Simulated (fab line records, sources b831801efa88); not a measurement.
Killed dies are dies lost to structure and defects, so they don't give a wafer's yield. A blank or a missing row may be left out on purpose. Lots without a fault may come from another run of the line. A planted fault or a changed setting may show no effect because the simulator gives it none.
fab line records | flow sky130
record lots=6 wafers=18 last_day=50
route steps=708 shown SD_P@328 RES_XHIGH@332 SD_N@342
lots that met no fault: from a run of the same line without faults
start_h: hours from the record's first day to the start of the lot's first wafer shown | wait_h: hours since the lot's step before | " the same as in the row above | L1.1+2: a row that stands for several wafers | - no value, or no start given | * or withheld: withheld | < > ~ a bound
route shown NAME@n: a module of which the file shows steps, and the number in the route of the first | usual: mean/standard deviation of fault-free wafers | same: alike in all rows | chamber/n: place in a boat | sites: the reading at each site | _std_site: their standard deviation | _edge_site: outer sites' mean less inner sites' | radius_mm: how far each site lies from the wafer's centre | mask NAME#n: copy n | behind: the tool/chamber that last shaped the wafer | hold: why the lot was held/for how many hours/how that ended | device: the transistor (n, p or np) that didn't switch | end of line: the same wafers' tests at the end of the route | a step without rows: its recipe alone | killed: dies lost to structure and defects at the first sort, not the wafer's yield | map: a wafer's dies, x killed, . not, _ none there
set.NAME: the setting as run; set.NAME@STEP: as run at that earlier step | model.NAME: the simulator's own value behind a step, which no gauge read
lots at some steps of the route; a table a step, a row a wafer
services: from which hour (start_h, from the record's first day; less than 0 if before it) a tool's chamber was out of use, for how many hours, and why
## steps
# step SKY_SD_P_OVL_MEAS_08
# usual SD_P_OVL=-0.3/1.6
# columns lot.wafer tool chamber start_h wait_h SD_P_OVL[nm]
L873.1 overlay-02 - 659.05 0.1 -1.1
L873.2 " - " " -2.0
L873.3 " - " " -1.2
L877.1 overlay-01 - 688.00 0.1 0.8
L877.2 " - " " -1.1
L877.6 " - " " 0.4
L882.2 overlay-01 - 733.41 0.1 1.1
L882.4 " - " " 0.1
L882.6 " - " " -0.8
L883.2 overlay-02 - 735.46 0.1 0.2
L883.4 " - " " -0.2
L883.6 " - " " -2.1
L887.2 overlay-02 - 765.26 0.1 2.4
L887.4 " - " " 0.6
L887.5 " - " " -0.6
L888.3 overlay-02 - 788.97 0.1 -1.1
L888.5 " - " " -1.7
L888.6 " - " " -1.7
# step SKY_SD_P_IMPLANT_09
# recipe species=BF2 energy_kev=20 dose_cm2=3e+15 tilt_deg=0
# step SKY_SD_P_STRIP_10
# recipe chemistry=O2/N2 power_w=1400 pressure_mtorr=1500 platen_temp_c=withheld o2_flow_sccm=3000 n2_flow_sccm=300 overash_fraction=0.5
# usual chamber_pressure_mTorr=1500.0/1.2 drypump_motor_current_A=6.0/0.36 oes_product_au=0.617/0.0046 strip_time_to_endpoint_s=17.50/0.035
# columns lot.wafer tool chamber start_h wait_h chamber_pressure_mTorr drypump_motor_current_A oes_product_au rf_hours_counter_h strip_time_to_endpoint_s
L873.1 plasma_asher-01 0 659.24 0.1 1498.8 6.0 0.612 78 17.49
L873.2 " 1 " " 1499.8 5.6 0.621 78 17.51
L873.3 " 0 " " 1501.0 6.0 0.615 - 17.52
L877.1 plasma_asher-03 1 688.18 0.1 1502.1 6.4 0.617 26 17.61
L877.2 " 0 " " 1501.4 6.4 0.621 26 17.55
L877.6 " 0 " " 1499.2 6.4 0.624 - 17.58
L882.2 plasma_asher-03 0 733.59 0.1 1501.2 6.4 0.609 31 17.48
L882.4 " 1 " " 1498.5 6.4 0.617 - 17.49
L882.6 " 0 " " 1502.3 6.4 0.613 - 17.46
L883.2 plasma_asher-03 1 735.64 0.1 1501.3 6.4 0.615 31 17.51
L883.4 " 1 " " 1500.8 6.4 0.622 - 17.52
L883.6 " 0 " " 1500.0 6.4 0.626 - 17.50
L887.2 plasma_asher-01 0 765.44 0.1 1498.0 6.0 0.627 89 17.57
L887.4 " 0 " " 1501.7 6.0 0.620 - 17.51
L887.5 " 1 " " 1499.6 5.6 0.612 - 17.57
L888.3 plasma_asher-03 1 789.17 0.1 1500.9 6.4 0.618 - 17.54
L888.5 " 1 " " 1500.3 6.4 0.623 - 17.47
L888.6 " 0 " " 1498.8 6.4 0.616 - 17.47
# step SKY_SD_P_TW_MEAS_11
# usual SD_P_TW=2812/15
# columns lot.wafer tool chamber start_h wait_h SD_P_TW
L873.1 film_metro-02 - 659.34 0.1 2782
L873.2 " - " " 2810
L873.3 " - " " 2807
L877.1 film_metro-02 - 688.28 0.1 2799
L877.2 " - " " 2792
L877.6 " - " " 2798
L882.2 film_metro-02 - 733.70 0.1 2795
L882.4 " - " " 2811
L882.6 " - " " 2813
L883.2 film_metro-02 - 735.75 0.1 2796
L883.4 " - " " 2818
L883.6 " - " " 2806
L887.2 film_metro-01 - 765.55 0.1 2839
L887.4 " - " " 2840
L887.5 " - " " 2835
L888.3 film_metro-01 - 789.26 0.1 2847
L888.5 " - " " 2826
L888.6 " - " " 2825
# step SKY_RES_XHIGH_DEHYDRATE_00
# recipe temp_c=200 time_s=60
# step SKY_RES_XHIGH_HMDS_01
# recipe prime_time_s=60 prime_temp_c=120
# step SKY_RES_XHIGH_COAT_02
# recipe resist=NOVOLAK spin_rpm=3000 resist_thk_nm=1140
# step SKY_RES_XHIGH_SOFTBAKE_03
# recipe temp_c=90 time_s=60 resist=NOVOLAK
# step SKY_RES_XHIGH_EXPOSE_04
# recipe mask_id=URPM na=0.6 source_shape=conventional sigma_outer=0.6 polarization=unpolarized target_cd_nm=1270 dose_mj=140
# step SKY_RES_XHIGH_PEB_05
# recipe temp_c=withheld time_s=* resist=NOVOLAK
# step SKY_RES_XHIGH_DEVELOP_06
# recipe resist=NOVOLAK developer=TMAH develop_time_s=60 dev_temp_c=23
# step SKY_RES_XHIGH_IMPLANT_07
# recipe species=BF2 energy_kev=19.68 dose_cm2=3.6e+14 tilt_deg=0
# step SKY_RES_XHIGH_STRIP_08
# recipe chemistry=O2/N2 power_w=1400 pressure_mtorr=1500 platen_temp_c=withheld o2_flow_sccm=3000 n2_flow_sccm=300 overash_fraction=0.5
# usual chamber_pressure_mTorr=1499.9/1.6 drypump_motor_current_A=6.1/0.48 oes_product_au=0.711/0.0042 strip_time_to_endpoint_s=14.27/0.034
# columns lot.wafer tool chamber start_h wait_h chamber_pressure_mTorr drypump_motor_current_A oes_product_au rf_hours_counter_h strip_time_to_endpoint_s model.NOVOLAK_of_RES_XHIGH_COAT_02.thk_nm
L873.1 plasma_asher-03 0 687.39 0.1 1501.1 6.4 0.708 26 14.25 0
L873.2 " 1 " " 1501.0 6.4 0.712 26 14.24 0
L873.3 " 0 " " 1498.5 6.4 0.718 - 14.29 0
L877.1 plasma_asher-02 0 715.78 0.1 1499.0 5.5 0.716 58 14.28 0
L877.2 " 1 " " 1502.3 6.0 0.712 58 14.25 0
L877.6 " 0 " " 1504.8 5.5 0.704 - 14.26 0
L882.2 plasma_asher-04 1 760.69 0.1 - - - - - 1144
L882.4 " 1 " " - - - - - 1144
L882.6 " 1 " " - - - - - 1141
L883.2 plasma_asher-02 1 762.93 0.1 - - - - - 1143
L883.4 " 1 " " - - - - - 1139
L883.6 " 1 " " - - - - - 1142
L887.2 plasma_asher-04 0 792.43 0.1 1501.3 5.3 0.711 5 14.29 0
L887.4 " 1 " " 1498.1 6.7 0.715 - 14.28 0
L887.5 " 0 " " 1500.7 5.4 0.703 - 14.27 0
L888.3 plasma_asher-02 0 815.16 0.1 1500.2 5.5 0.712 - 14.25 0
L888.5 " 1 " " 1500.9 6.0 0.716 - 14.20 0
L888.6 " 0 " " 1498.4 5.5 0.711 - 14.25 0
# step SKY_RES_XHIGH_TW_MEAS_09
# usual RES_XHIGH_TW=1626/8
# columns lot.wafer tool chamber start_h wait_h RES_XHIGH_TW
L873.1 film_metro-04 - 687.49 0.1 1618
L873.2 " - " " 1621
L873.3 " - " " 1622
L877.1 film_metro-02 - 715.88 0.1 1623
L877.2 " - " " 1616
L877.6 " - " " 1619
L882.2 film_metro-02 - 760.80 0.1 1624
L882.4 " - " " 1630
L882.6 " - " " 1630
L883.2 film_metro-04 - 763.04 0.1 1617
L883.4 " - " " 1613
L883.6 " - " " 1620
L887.2 film_metro-02 - 792.54 0.1 1623
L887.4 " - " " 1616
L887.5 " - " " 1624
L888.3 film_metro-01 - 815.25 0.1 1633
L888.5 " - " " 1639
L888.6 " - " " 1635
# step SKY_SD_N_DEHYDRATE_00
# recipe temp_c=200 time_s=60
# step SKY_SD_N_HMDS_01
# recipe prime_time_s=60 prime_temp_c=120
# step SKY_SD_N_COAT_02
# recipe resist=NOVOLAK spin_rpm=3000 resist_thk_nm=1140
# step SKY_SD_N_SOFTBAKE_03
# recipe temp_c=90 time_s=60 resist=NOVOLAK
# step SKY_SD_N_EXPOSE_04
# recipe mask_id=NSDM na=0.6 source_shape=conventional sigma_outer=0.6 polarization=unpolarized target_cd_nm=380 dose_mj=141
# step SKY_SD_N_PEB_05
# recipe temp_c=withheld time_s=* resist=NOVOLAK
# step SKY_SD_N_DEVELOP_06
# recipe resist=NOVOLAK developer=TMAH develop_time_s=60 dev_temp_c=23
# step SKY_SD_N_CD_MEAS_07
# recipe target_cd_nm=380
# usual cd_nm=380.0/2.6
# columns lot.wafer tool chamber start_h wait_h cd_nm
L873.1 cd_sem-01 - 714.93 0.1 377.3
L873.2 " - " " 379.3
L873.3 " - " " 377.3
L877.1 cd_sem-01 - 741.93 0.1 379.5
L877.2 " - " " 380.6
L877.6 " - " " 380.7
L882.2 cd_sem-02 - 787.05 0.1 381.3
L882.4 " - " " 381.1
L882.6 " - " " 382.0
L883.2 cd_sem-02 - 789.65 0.1 376.2
L883.4 " - " " 375.4
L883.6 " - " " 375.7
L887.2 cd_sem-02 - 818.06 0.1 376.9
L887.4 " - " " 379.5
L887.5 " - " " 377.5
L888.3 cd_sem-02 - 841.83 0.1 379.4
L888.5 " - " " 380.3
L888.6 " - " " 385.5
# step SKY_SD_N_OVL_MEAS_08
# usual SD_N_OVL=-1.1/1.4
# columns lot.wafer tool chamber start_h wait_h SD_N_OVL[nm]
L873.1 overlay-01 - 715.05 0.1 -1.6
L873.2 " - " " -0.5
L873.3 " - " " -2.1
L877.1 overlay-01 - 742.05 0.1 -1.2
L877.2 " - " " -1.3
L877.6 " - " " -0.3
L882.2 overlay-01 - 787.16 0.1 -2.8
L882.4 " - " " -1.0
L882.6 " - " " -0.7
L883.2 overlay-01 - 789.76 0.1 -1.7
L883.4 " - " " -1.2
L883.6 " - " " -1.1
L887.2 overlay-02 - 818.17 0.1 -2.6
L887.4 " - " " -1.5
L887.5 " - " " -0.4
L888.3 overlay-01 - 841.92 0.1 -1.9
L888.5 " - " " 0.8
L888.6 " - " " -0.7
# step SKY_SD_N_IMPLANT_09
# recipe species=As energy_kev=49.54 dose_cm2=4e+15 tilt_deg=0
# step SKY_SD_N_IMPLANT_10
# recipe species=P energy_kev=20 dose_cm2=1e+14 tilt_deg=0
# step SKY_SD_N_STRIP_11
# recipe chemistry=O2/N2 power_w=1400 pressure_mtorr=1500 platen_temp_c=withheld o2_flow_sccm=3000 n2_flow_sccm=300 overash_fraction=0.5
# usual chamber_pressure_mTorr=1500.0/1.3 drypump_motor_current_A=5.8/0.41 oes_product_au=0.528/0.0045 strip_time_to_endpoint_s=22.49/0.038
# columns lot.wafer tool chamber start_h wait_h chamber_pressure_mTorr drypump_motor_current_A oes_product_au rf_hours_counter_h strip_time_to_endpoint_s
L873.1 plasma_asher-02 1 715.38 0.1 1499.7 6.0 0.527 58 22.46
L873.2 " 0 " " 1500.3 5.5 0.528 58 22.46
L873.3 " 0 " " 1499.0 5.5 0.529 - 22.48
L877.1 plasma_asher-01 0 742.39 0.1 1500.9 5.9 0.530 87 22.48
L877.2 " 1 " " 1500.6 5.6 0.531 87 22.49
L877.6 " 0 " " 1499.8 6.0 0.529 - 22.52
L882.2 plasma_asher-04 1 787.49 0.1 1500.4 6.7 0.622 5 39.39
L882.4 " 0 " " 1499.3 5.4 0.616 - 39.39
L882.6 " 0 " " 1497.6 5.3 0.611 - 39.41
L883.2 plasma_asher-04 0 790.09 0.1 1501.0 5.3 0.617 5 39.43
L883.4 " 1 " " 1497.7 6.7 0.615 - 39.39
L883.6 " 0 " " 1498.3 5.4 0.618 - 39.45
L887.2 plasma_asher-02 1 818.50 0.1 1499.5 5.9 0.530 69 22.51
L887.4 " 0 " " 1499.1 5.5 0.530 - 22.52
L887.5 " 0 " " 1501.8 5.5 0.534 - 22.43
L888.3 plasma_asher-04 0 842.27 0.1 1501.0 5.3 0.532 - 22.54
L888.5 " 0 " " 1500.5 5.4 0.524 - 22.56
L888.6 " 1 " " 1500.0 6.6 0.522 - 22.51
# step SKY_SD_N_TW_MEAS_12
# usual SD_N_TW=3958/22
# columns lot.wafer tool chamber start_h wait_h SD_N_TW
L873.1 film_metro-01 - 715.48 0.1 3975
L873.2 " - " " 3956
L873.3 " - " " 3975
L877.1 film_metro-04 - 742.49 0.1 3952
L877.2 " - " " 3932
L877.6 " - " " 3950
L882.2 film_metro-04 - 787.60 0.1 30
L882.4 " - " " 30
L882.6 " - " " 30
L883.2 film_metro-01 - 790.20 0.1 30
L883.4 " - " " 30
L883.6 " - " " 30
L887.2 film_metro-02 - 818.61 0.1 3938
L887.4 " - " " 3941
L887.5 " - " " 3936
L888.3 film_metro-04 - 842.36 0.1 3952
L888.5 " - " " 3946
L888.6 " - " " 3937
# step SKY_SD_N_CLEAN_13
# recipe chemistry=SC1/SC2 mix=1:4:20 temp_c=70 time_s=150 dry=n2_spin
## services
# columns tool chamber start_h hours kind
plasma_asher-02 - 658.97 1.3 repair
plasma_asher-04 - 689.17 3.7 repair
plasma_asher-02 - 703.63 6.9 repair
plasma_asher-04 - 720.81 1.5 repair
plasma_asher-04 - 733.75 9.0 pm
plasma_asher-04 0 733.75 9.0 vent_cycle
plasma_asher-04 1 733.75 9.0 vent_cycle
plasma_asher-04 0 742.75 - clean
plasma_asher-04 1 742.75 - clean
plasma_asher-03 - 824.98 3.7 repair
## key
first_sign step=SKY_RES_XHIGH_STRIP_08 reading=tool_record direction=missing
effect step=SKY_SD_N_STRIP_11 reading=strip_time_to_endpoint_s direction=up sigmas=99+ usual=* struck=*
effect step=SKY_SD_N_TW_MEAS_12 reading=SD_N_TW direction=down sigmas=99+ usual=3958 struck=30
model_effect step=SKY_RES_XHIGH_STRIP_08 value=NOVOLAK_of_RES_XHIGH_COAT_02.thk_nm without=0 struck=1142
met_at SKY_RES_XHIGH_STRIP_08
struck_wafers L882.2,L882.4,L882.6,L883.2,L883.4,L883.6
sort_left_out L882.2,L882.4,L882.6,L883.2,L883.4,L883.6
tester_left_out L882,L883
onset_between 715.78 760.69
fault kind=skipped_step_whole tool=plasma_asher-02,plasma_asher-04 chamber=- onset_h=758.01 steps=SKY_RES_XHIGH_STRIP_08 scope=struck_lots_only
# tester_left_out: of these lots the tester's yield and bins aren't shown, on N5 and GAA mostly nor the transistor test; their killed dies are dies lost to structure and defects alone, not to doping, threshold or leakage, so they don't give the yield
# sort_left_out: the simulated sort isn't trusted on such a fault, so these wafers' sort isn't shown, and their yield isn't known
